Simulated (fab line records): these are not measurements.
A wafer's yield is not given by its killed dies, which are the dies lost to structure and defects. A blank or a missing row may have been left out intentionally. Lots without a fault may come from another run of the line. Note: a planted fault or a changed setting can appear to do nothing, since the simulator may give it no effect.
fab line records -- flow sky130
[record] lots = 6, wafers = 18, last_day = 50
route steps=708 shown LDD_HVP@288 LDD_LDN@289 PAD_OPEN@708
lots that met no fault: from a run of the same line without faults
start_h: hours from the record's opening day to when the first of the lot's shown wafers began -- wait_h: hours from the lot's prior step to this one -- " same as the row above -- L1.1+2: several wafers, shown together as one row -- - no value, or no start given -- * or withheld: withheld -- < > ~ a bound
route shown NAME@n: names a module that has steps shown in the file, with the first one's number in the route -- usual: the fault-free wafers' mean and standard deviation -- same: alike in all rows -- chamber/n: place in a boat -- sites: the reading at each site -- _std_site: standard deviation across them -- _edge_site: outer sites' mean less inner sites' -- radius_mm: for every site, how far away it sits from the centre of the wafer -- mask NAME#n: copy n -- behind: the most recent tool/chamber to have shaped the wafer -- hold: why the lot went on hold/how many hours it stayed there/how the hold came to an end -- device: which transistor (n, p or np) failed to switch -- end of line: the route-end tests of the same wafers -- step lacking rows: just its recipe -- killed: dies that structure and defects cost at the first sort, which is not the same as the wafer's yield -- map: dies across one wafer; x = killed, . = not, _ = none there
set.NAME: the setting the step ran with; set.NAME@STEP: the setting that earlier step ran with -- model.NAME: the simulator's own value behind a step, which no gauge read
lots seen at some steps along the route; tables by step, rows by wafer
services: a tool's chamber out of use, with start hour (start_h, from the record's first day; less than 0 if before it), hours out, and reason
[[steps]]
[step SKY_LDD_HVP_TW_MEAS_10]
[usual] LDD_HVP_TW = 457/7.1
lot.wafer,tool,chamber,start_h,wait_h,LDD_HVP_TW
L903.1,film_metro-03,-,513.00,0.1,454
L903.2,film_metro-03,-,513.00,0.1,458
L903.4,film_metro-03,-,513.00,0.1,455
L906.1,film_metro-04,-,542.77,0.1,469
L906.3,film_metro-04,-,542.77,0.1,469
L906.5,film_metro-04,-,542.77,0.1,469
L916.1,film_metro-02,-,627.47,0.1,449
L916.5,film_metro-02,-,627.47,0.1,446
L916.6,film_metro-02,-,627.47,0.1,447
L918.2,film_metro-03,-,640.38,0.1,454
L918.5,film_metro-03,-,640.38,0.1,455
L918.6,film_metro-03,-,640.38,0.1,454
L921.2,film_metro-04,-,666.77,0.1,465
L921.3,film_metro-04,-,666.77,0.1,464
L921.6,film_metro-04,-,666.77,0.1,467
L924.2,film_metro-02,-,696.43,0.1,450
L924.3,film_metro-02,-,696.43,0.1,451
L924.5,film_metro-02,-,696.43,0.1,453
[step SKY_LDD_LDN_DEHYDRATE_00]
[recipe] temp_c = 200, time_s = 60
[step SKY_LDD_LDN_HMDS_01]
[recipe] prime_time_s = 60, prime_temp_c = 120
[step SKY_LDD_LDN_COAT_02]
[recipe] resist = NOVOLAK, spin_rpm = 3000, resist_thk_nm = 1140
[step SKY_LDD_LDN_SOFTBAKE_03]
[recipe] temp_c = 90, time_s = 60, resist = NOVOLAK
[step SKY_LDD_LDN_EXPOSE_04]
[recipe] mask_id = LDNTM, na = 0.6, source_shape = conventional, sigma_outer = 0.6, polarization = unpolarized, target_cd_nm = 700, dose_mj = 140
[step SKY_LDD_LDN_PEB_05]
[recipe] temp_c = withheld, time_s = *, resist = NOVOLAK
[step SKY_LDD_LDN_DEVELOP_06]
[recipe] resist = NOVOLAK, developer = TMAH, develop_time_s = 60, dev_temp_c = 23
[step SKY_LDD_LDN_OVL_MEAS_07]
[usual] LDD_LDN_OVL = 1.0/1.4
lot.wafer,tool,chamber,start_h,wait_h,LDD_LDN_OVL[nm]
L903.1,overlay-01,-,543.59,0.1,0.0
L903.2,overlay-01,-,543.59,0.1,-0.1
L903.4,overlay-01,-,543.59,0.1,0.2
L906.1,overlay-01,-,572.88,0.1,1.3
L906.3,overlay-01,-,572.88,0.1,2.2
L906.5,overlay-01,-,572.88,0.1,1.8
L916.1,overlay-01,-,655.57,0.1,2.6
L916.5,overlay-01,-,655.57,0.1,2.8
L916.6,overlay-01,-,655.57,0.1,5.1
L918.2,overlay-02,-,668.53,0.1,-0.4
L918.5,overlay-02,-,668.53,0.1,-0.6
L918.6,overlay-02,-,668.53,0.1,-0.6
L921.2,overlay-01,-,695.13,0.1,-0.3
L921.3,overlay-01,-,695.13,0.1,0.7
L921.6,overlay-01,-,695.13,0.1,1.8
L924.2,overlay-02,-,724.68,0.1,3.4
L924.3,overlay-02,-,724.68,0.1,1.7
L924.5,overlay-02,-,724.68,0.1,2.7
[step SKY_LDD_LDN_IMPLANT_08]
[recipe] species = As, energy_kev = 15, dose_cm2 = 1.25e+13, tilt_deg = withheld, rotation_deg = 23
[step SKY_LDD_LDN_IMPLANT_09]
[recipe] species = As, energy_kev = 15, dose_cm2 = 1.25e+13, tilt_deg = withheld, rotation_deg = 113
[step SKY_LDD_LDN_IMPLANT_10]
[recipe] species = As, energy_kev = 15, dose_cm2 = 1.25e+13, tilt_deg = withheld, rotation_deg = 203
[step SKY_LDD_LDN_IMPLANT_11]
[recipe] species = As, energy_kev = 15, dose_cm2 = 1.25e+13, tilt_deg = withheld, rotation_deg = 293
[usual] beam_energy_keV = 15.000/0.0042, beam_on_s = 10.01/0.19, faraday_current_uA = 70.4/1.4, rotation_deg = 292.99/0.046
lot.wafer,tool,chamber,start_h,wait_h,beam_energy_keV,beam_on_s,faraday_current_uA,rotation_deg,model.implant.rp_nm,model.implant.drp_nm
L903.1,implanter-01,0,544.07,0.1,15.004,9.96,71.0,292.95,12.79,5.933
L903.2,implanter-01,0,544.07,0.1,14.998,9.98,70.9,293.04,12.79,5.933
L903.4,implanter-01,0,544.07,0.1,15.002,10.20,69.1,292.96,12.79,5.933
L906.1,implanter-04,0,573.36,0.1,14.998,10.25,68.5,293.02,12.83,5.933
L906.3,implanter-04,0,573.36,0.1,15.000,10.14,69.5,292.95,12.83,5.933
L906.5,implanter-04,0,573.36,0.1,15.006,9.88,71.3,293.00,12.83,5.933
L916.1,implanter-04,0,656.06,0.1,17.942,10.37,67.9,292.95,14.33,6.694
L916.5,implanter-04,0,656.06,0.1,17.944,9.83,71.7,293.06,14.33,6.694
L916.6,implanter-04,0,656.06,0.1,17.939,9.86,71.5,293.06,14.33,6.694
L918.2,implanter-04,0,669.04,0.1,17.944,10.13,69.5,293.00,14.23,6.694
L918.5,implanter-04,0,669.04,0.1,17.943,10.17,69.3,293.01,14.23,6.694
L918.6,implanter-04,0,669.04,0.1,17.947,9.90,71.3,293.03,14.23,6.694
L921.2,implanter-01,0,695.64,0.1,15.002,9.85,71.5,293.03,12.54,5.933
L921.3,implanter-01,0,695.64,0.1,14.992,9.68,72.6,293.02,12.54,5.933
L921.6,implanter-01,0,695.64,0.1,14.996,10.09,69.9,293.01,12.54,5.933
L924.2,implanter-04,0,725.19,0.1,14.999,10.00,70.8,292.97,12.99,5.933
L924.3,implanter-04,0,725.19,0.1,14.998,9.76,72.1,292.99,12.99,5.933
L924.5,implanter-04,0,725.19,0.1,15.000,10.04,70.4,292.96,12.99,5.933
[step SKY_LDD_LDN_STRIP_12]
[recipe] chemistry = O2/N2, power_w = 1400, pressure_mtorr = 1500, platen_temp_c = withheld, o2_flow_sccm = 3000, n2_flow_sccm = 300, overash_fraction = 0.5
[usual] chamber_pressure_mTorr = 1500.2/1.3, drypump_motor_current_A = 5.8/0.49, oes_product_au = 0.715/0.0049, strip_time_to_endpoint_s = 14.19/0.042
[same] overash_fraction = 0.5
lot.wafer,tool,chamber,start_h,wait_h,chamber_pressure_mTorr,drypump_motor_current_A,oes_product_au,rf_hours_counter_h,strip_time_to_endpoint_s
L903.1,plasma_asher-02,1,544.22,0.1,1500.6,5.1,0.711,75,14.17
L903.2,plasma_asher-02,0,544.22,0.1,1500.5,6.6,0.713,75,14.23
L903.4,plasma_asher-02,0,544.22,0.1,1500.1,6.6,0.718,-,14.19
L906.1,plasma_asher-01,0,573.51,0.1,1499.3,5.7,0.714,83,14.28
L906.3,plasma_asher-01,1,573.51,0.1,1501.3,5.7,0.714,-,14.25
L906.5,plasma_asher-01,1,573.51,0.1,1501.3,5.7,0.716,-,14.23
L916.1,plasma_asher-02,0,656.21,0.1,1498.0,6.7,0.718,84,14.27
L916.5,plasma_asher-02,1,656.21,0.1,1500.5,5.1,0.713,-,14.28
L916.6,plasma_asher-02,0,656.21,0.1,1498.6,6.6,0.716,-,14.24
L918.2,plasma_asher-03,0,669.16,0.1,1500.6,6.2,0.716,55,14.19
L918.5,plasma_asher-03,0,669.16,0.1,1499.3,6.2,0.715,-,14.16
L918.6,plasma_asher-03,1,669.16,0.1,1500.6,5.8,0.711,-,14.21
L921.2,plasma_asher-01,1,695.76,0.1,1499.9,5.7,0.714,97,14.13
L921.3,plasma_asher-01,1,695.76,0.1,1500.0,5.7,0.717,-,14.17
L921.6,plasma_asher-01,1,695.76,0.1,1501.5,5.6,0.710,-,14.15
L924.2,plasma_asher-03,1,725.31,0.1,1500.8,5.8,0.712,60,14.16
L924.3,plasma_asher-03,0,725.31,0.1,1498.9,6.2,0.716,-,14.16
L924.5,plasma_asher-03,1,725.31,0.1,1499.1,5.8,0.720,-,14.17
[step SKY_PAD_OPEN_PROBE_99]
[usual] killed_at_M0_to_M3 = 43/7.3, killed_at_M4_up = 3.1/1.7, killed_at_contacts = 25/5.3, killed_at_front_end = 14/4.1, killed_at_other = 0.3/0.56, killed_dies = 85/9.4, killed_open = 46/7.4, killed_short = 38/5.8
[same] gross_dies = 492, killed_at_back_side = 0
lot.wafer,tool,chamber,start_h,wait_h,killed_at_M0_to_M3,killed_at_M4_up,killed_at_contacts,killed_at_front_end,killed_at_other,killed_dies,killed_open,killed_short,model.etest.tip_sonos.rs_ohm_sq
L903.1,prober-01,-,1090.71,0.1,54,2,29,10,0,95,55,40,2625
L903.2,prober-01,-,1090.76,0.1,37,6,26,15,0,84,45,38,2653
L903.4,prober-01,-,1090.86,0.2,54,1,24,15,0,94,50,43,2660
L906.1,prober-02,-,1109.55,0.1,33,3,26,11,1,74,41,32,2701
L906.3,prober-02,-,1109.65,0.2,57,3,19,9,0,88,51,37,2774
L906.5,prober-02,-,1109.75,0.2,39,4,36,16,1,96,48,47,2781
L916.1,prober-02,-,1163.15,0.1,48,5,17,15,0,85,53,32,2524
L916.5,prober-02,-,1163.35,0.2,43,2,33,24,0,102,58,43,2480
L916.6,prober-02,-,1163.40,0.2,44,2,29,29,1,105,60,42,2566
L918.2,prober-02,-,1175.80,0.1,33,4,26,10,0,73,43,30,2576
L918.5,prober-02,-,1175.95,0.2,42,4,26,13,2,87,38,49,2538
L918.6,prober-02,-,1176.00,0.2,46,6,22,10,1,85,42,43,2595
L921.2,prober-01,-,1185.35,0.1,32,2,28,14,0,76,40,36,2642
L921.3,prober-01,-,1185.40,0.2,26,1,17,17,0,61,33,28,2620
L921.6,prober-01,-,1185.55,0.2,47,6,27,15,0,95,54,41,2681
L924.2,prober-01,-,1204.74,0.1,43,4,19,13,0,79,38,41,2628
L924.3,prober-01,-,1204.79,0.2,40,2,22,16,0,80,40,40,2658
L924.5,prober-01,-,1204.89,0.2,50,4,16,14,0,84,43,41,2570
// killed by level:class
L903.1 VIA1:geometric_particle:open=15 CONTACT:geometric_particle:open=14 METAL2:geometric_particle:short=8 VIA2:geometric_particle:open=7 LI_CONTACT:geometric_particle:open=6 VIA1:geometric_particle:short=6 METAL1:geometric_particle:short=5 FIELD_ISO:geometric_particle:open=4
L903.2 VIA1:geometric_particle:open=14 LI_CONTACT:geometric_particle:open=9 CONTACT:geometric_particle:short=8 FIELD_ISO:geometric_particle:open=5 CONTACT:geometric_particle:open=5 METAL1:geometric_particle:short=5 POLY_GATE:geometric_particle:short=4 VIA1:geometric_particle:short=4
L903.4 VIA1:geometric_particle:open=14 CONTACT:geometric_particle:open=11 VIA1:geometric_particle:short=7 VIA2:geometric_particle:open=7 POLY_GATE:geometric_particle:short=6 CONTACT:geometric_particle:short=6 METAL1:geometric_particle:short=6 VIA2:geometric_particle:short=4
L906.1 CONTACT:geometric_particle:open=11 VIA1:geometric_particle:open=8 LI_CONTACT:geometric_particle:open=6 CONTACT:geometric_particle:short=6 METAL1:geometric_particle:short=5 VIA3:geometric_particle:open=5 VIA1:geometric_particle:short=5 METAL4:geometric_particle:short=3
L906.3 VIA1:geometric_particle:open=11 VIA2:geometric_particle:open=9 VIA3:geometric_particle:open=8 LI_CONTACT:geometric_particle:open=6 CONTACT:geometric_particle:short=6 METAL3:geometric_particle:short=6 METAL1:geometric_particle:short=5 METAL1:geometric_particle:open=5
L906.5 VIA1:geometric_particle:open=13 CONTACT:geometric_particle:open=11 CONTACT:geometric_particle:short=8 LI_CONTACT:geometric_particle:open=6 VIA3:geometric_particle:open=5 LI_CONTACT:geometric_particle:short=5 LOCAL_INTERCONNECT:geometric_particle:short=5 METAL2:geometric_particle:short=5
L916.1 VIA3:geometric_particle:open=11 VIA2:geometric_particle:open=10 VIA1:geometric_particle:open=9 CONTACT:geometric_particle:open=8 POLY_GATE:geometric_particle:open=6 FIELD_ISO:geometric_particle:open=5 VIA1:geometric_particle:short=5 METAL4:geometric_particle:short=5
L916.5 VIA1:geometric_particle:open=13 CONTACT:geometric_particle:open=11 LI_CONTACT:geometric_particle:open=10 POLY_GATE:geometric_particle:short=7 POLY_GATE:geometric_particle:open=7 FIELD_ISO:geometric_particle:short=5 CONTACT:geometric_particle:short=5 VIA2:geometric_particle:open=5
L916.6 VIA1:geometric_particle:open=13 POLY_GATE:geometric_particle:open=11 POLY_GATE:geometric_particle:short=8 LI_CONTACT:geometric_particle:open=8 VIA2:geometric_particle:open=8 CONTACT:geometric_particle:open=7 VIA3:geometric_particle:open=5 METAL3:geometric_particle:short=5
L918.2 LOCAL_INTERCONNECT:geometric_particle:short=9 VIA2:geometric_particle:open=9 VIA1:geometric_particle:open=8 CONTACT:geometric_particle:open=8 VIA3:geometric_particle:open=7 LI_CONTACT:geometric_particle:open=6 POLY_GATE:geometric_particle:short=3 CONTACT:geometric_particle:short=3
L918.5 CONTACT:geometric_particle:short=10 CONTACT:geometric_particle:open=10 METAL2:geometric_particle:short=10 VIA1:geometric_particle:open=7 VIA2:geometric_particle:open=7 FIELD_ISO:geometric_particle:short=6 VIA3:geometric_particle:open=6 METAL1:geometric_particle:short=5
L918.6 VIA1:geometric_particle:open=11 CONTACT:geometric_particle:short=9 VIA2:geometric_particle:open=7 METAL2:geometric_particle:short=6 CONTACT:geometric_particle:open=5 VIA2:geometric_particle:short=5 METAL4:geometric_particle:short=5 POLY_GATE:geometric_particle:open=4
L921.2 CONTACT:geometric_particle:open=10 LI_CONTACT:geometric_particle:open=8 METAL1:geometric_particle:short=8 VIA2:geometric_particle:open=7 VIA1:geometric_particle:open=6 VIA1:geometric_particle:short=5 POLY_GATE:geometric_particle:short=5 CONTACT:geometric_particle:short=5
L921.3 POLY_GATE:geometric_particle:open=9 CONTACT:geometric_particle:open=6 METAL1:geometric_particle:short=6 VIA3:geometric_particle:open=5 CONTACT:geometric_particle:short=4 VIA1:geometric_particle:open=4 LI_CONTACT:geometric_particle:short=3 FIELD_ISO:geometric_particle:short=2
L921.6 VIA1:geometric_particle:open=13 VIA2:geometric_particle:open=10 CONTACT:geometric_particle:open=9 LI_CONTACT:geometric_particle:open=7 VIA2:geometric_particle:short=7 METAL1:geometric_particle:short=6 CONTACT:geometric_particle:short=6 POLY_GATE:geometric_particle:short=4
L924.2 VIA3:geometric_particle:open=8 VIA1:geometric_particle:short=8 VIA1:geometric_particle:open=8 LI_CONTACT:geometric_particle:open=5 CONTACT:geometric_particle:short=5 METAL1:geometric_particle:short=5 VIA2:geometric_particle:open=5 FIELD_ISO:geometric_particle:short=4
L924.3 VIA2:geometric_particle:open=8 CONTACT:geometric_particle:open=7 METAL1:geometric_particle:short=6 CONTACT:geometric_particle:short=6 VIA1:geometric_particle:open=6 VIA3:geometric_particle:open=6 POLY_GATE:geometric_particle:open=5 POLY_GATE:geometric_particle:short=5
L924.5 VIA1:geometric_particle:open=9 METAL2:geometric_particle:short=8 VIA2:geometric_particle:open=8 FIELD_ISO:geometric_particle:open=7 LI_CONTACT:geometric_particle:open=6 LOCAL_INTERCONNECT:geometric_particle:short=6 METAL1:geometric_particle:short=6 FIELD_ISO:geometric_particle:short=5
[[services]]
tool,chamber,start_h,hours,kind
plasma_asher-03,-,589.92,9.5,repair
implanter-01,-,595.40,2.7,pm
plasma_asher-03,-,596.00,1.1,repair
plasma_asher-02,-,625.77,25.5,repair
plasma_asher-01,-,658.80,6.4,repair
implanter-01,-,681.24,3.6,pm
implanter-04,-,681.96,5.8,pm
implanter-01,-,686.05,5.8,repair
plasma_asher-02,-,691.11,3.1,repair
plasma_asher-02,-,711.83,2.7,repair
[[key]]
[first_sign] step = SKY_LDD_LDN_IMPLANT_11, reading = beam_energy_keV, direction = up, sigmas = 99+, usual = *, struck = *
effect none on later readings
[model_effect] step = SKY_LDD_LDN_IMPLANT_11, value = implant.rp_nm, without = 12.58, struck = 14.28
[model_effect] step = SKY_PAD_OPEN_PROBE_99, value = etest.tip_sonos.rs_ohm_sq, without = 2686, struck = 2546
met_at SKY_LDD_LDN_IMPLANT_11
struck_wafers L916.1,L916.5,L916.6,L918.2,L918.5,L918.6
tester_left_out L916,L918
onset_between 573.36 656.06
[fault] kind = process_parameter_drift, tool = implanter-04, chamber = -, onset_h = 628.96, steps = SKY_LDD_LDN_IMPLANT_11, channel = energy_kev, offset = *, shape = step, end_h = 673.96, acts_in = *, stated = *
// tester_left_out: of these lots the tester's yield and bins aren't shown, on N5 and GAA mostly nor the transistor test; their killed dies are dies lost to structure and defects alone, not to doping, threshold or leakage, so they don't give the yield
